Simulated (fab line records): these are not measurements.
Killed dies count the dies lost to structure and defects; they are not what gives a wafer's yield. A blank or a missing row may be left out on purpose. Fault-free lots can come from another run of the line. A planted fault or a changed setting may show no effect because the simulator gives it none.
Matching of chambers :: flow sky130 :: SKY_CONTACT_CMP_27 on cmp-01: 4 sister chambers
The step polishes, stops on SiO2, t overpolish 15 s, target thk 0 nm. 4 wafers are shown with their chamber, then 7 later ones without.

== WAFERS WITH THEIR CHAMBER ==
wafer: L902.1
chamber: 2
motorCurrentA (A): 11.4

wafer: L902.6
chamber: 1
motorCurrentA (A): 11.4

wafer: L904.1
chamber: 3
motorCurrentA (A): 12.2

wafer: L904.2
chamber: 0
motorCurrentA (A): 9.7

== WAFERS MISSING THEIR CHAMBER ==
wafer: L904.4
motorCurrentA (A): 10.4

wafer: L906.1
motorCurrentA (A): 9.9

wafer: L906.2
motorCurrentA (A): 11.7

wafer: L906.6
motorCurrentA (A): 11.3

wafer: L907.1
motorCurrentA (A): 9.5

wafer: L907.2
motorCurrentA (A): 11.4

wafer: L907.5
motorCurrentA (A): 11.5

== THE CHAMBER EACH PASSED THROUGH ==
wafer: L904.4
from the rows above: can't be placed: 0 or 1 or 2
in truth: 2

wafer: L906.1
from the rows above: 0
in truth: 0

wafer: L906.2
from the rows above: can't be placed: 1 or 2 or 3
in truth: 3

wafer: L906.6
from the rows above: can't be placed: 1 or 2
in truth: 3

wafer: L907.1
from the rows above: 0
in truth: 0

wafer: L907.2
from the rows above: can't be placed: 1 or 2
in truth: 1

wafer: L907.5
from the rows above: can't be placed: 1 or 2 or 3
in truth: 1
Placed correctly: 2 of 7. Unplaceable from these rows: 5, with the true chamber sitting among the candidates in 4. Placed wrongly: 0.
How it was worked out, from the rows above alone: a wafer's distance from a chamber is the root of the sum, over the readings, of the square of ((its reading less the chamber's mean) divided by the reading's scatter). If the next closest chamber is less than 2 further off than the closest, the wafer can't be placed; otherwise it belongs to the closest. The mean given for a chamber averages the wafers shown for that chamber. The scatter: with one shown wafer a chamber, the root of the mean of the squares of how far each hidden wafer lies from its nearest shown one.
